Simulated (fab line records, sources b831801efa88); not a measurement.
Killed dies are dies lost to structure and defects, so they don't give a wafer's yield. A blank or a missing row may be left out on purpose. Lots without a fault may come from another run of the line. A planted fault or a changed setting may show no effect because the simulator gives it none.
Which tool did it? | flow gf180mcu | 6 lots, 18 wafers sampled, at 2 steps of a route of 602

WHAT THE GAUGES READ, wafer by wafer
GF_VT_IMPLANT_RS_MEAS_47: measures by four-point-probe.
lot  | measured     | on            | NWELL_RS (ohm/sq)
L837 | day 8 04:04  | film_metro-03 | 487.8 488.3 486.9
L842 | day 9 22:34  | film_metro-03 | 485.8 485.7 485.9
L846 | day 10 13:43 | film_metro-01 | 492.0 491.8 490.8
L848 | day 11 07:34 | film_metro-03 | 488.5 489.4 489.5
L852 | day 12 11:13 | film_metro-01 | 489.2 490.5 490.2
L856 | day 13 11:44 | film_metro-01 | 487.6 487.0 487.9

WHICH TOOL RAN EACH LOT (tool, then ch and the chambers of the sampled wafers, then the start)
lot  | GF_NWELL_IMPLANT_08
L837 | implanter-02 ch 0, day 3 18:52
L842 | implanter-03 ch 0, day 5 05:02
L846 | implanter-01 ch 0, day 5 17:47
L848 | implanter-03 ch 0, day 6 07:31
L852 | implanter-02 ch 0, day 7 05:19
L856 | implanter-02 ch 0, day 8 02:32
- GF_NWELL_IMPLANT_08

THE ANSWER, worked out from the rows above alone
Rule: what is usual is taken from the lots themselves. Put in order of their means at a reading, lots are off if they are a third of the lots or fewer, leave a main group of 4 or more, and stand apart from it by a gap of 3 or more times the standard deviation of the main group's means; of several such gaps the widest counts. A main group whose means are all the same, to the digits that the tables above print for the reading, isn't used. A lot without any number at a reading at which 4 lots or more have one is off too. The other lots that the step has rows for count as sound.
No lot is off at any reading shown: from this, nothing can be told.

WHAT THE SIMULATOR HAD PUT IN
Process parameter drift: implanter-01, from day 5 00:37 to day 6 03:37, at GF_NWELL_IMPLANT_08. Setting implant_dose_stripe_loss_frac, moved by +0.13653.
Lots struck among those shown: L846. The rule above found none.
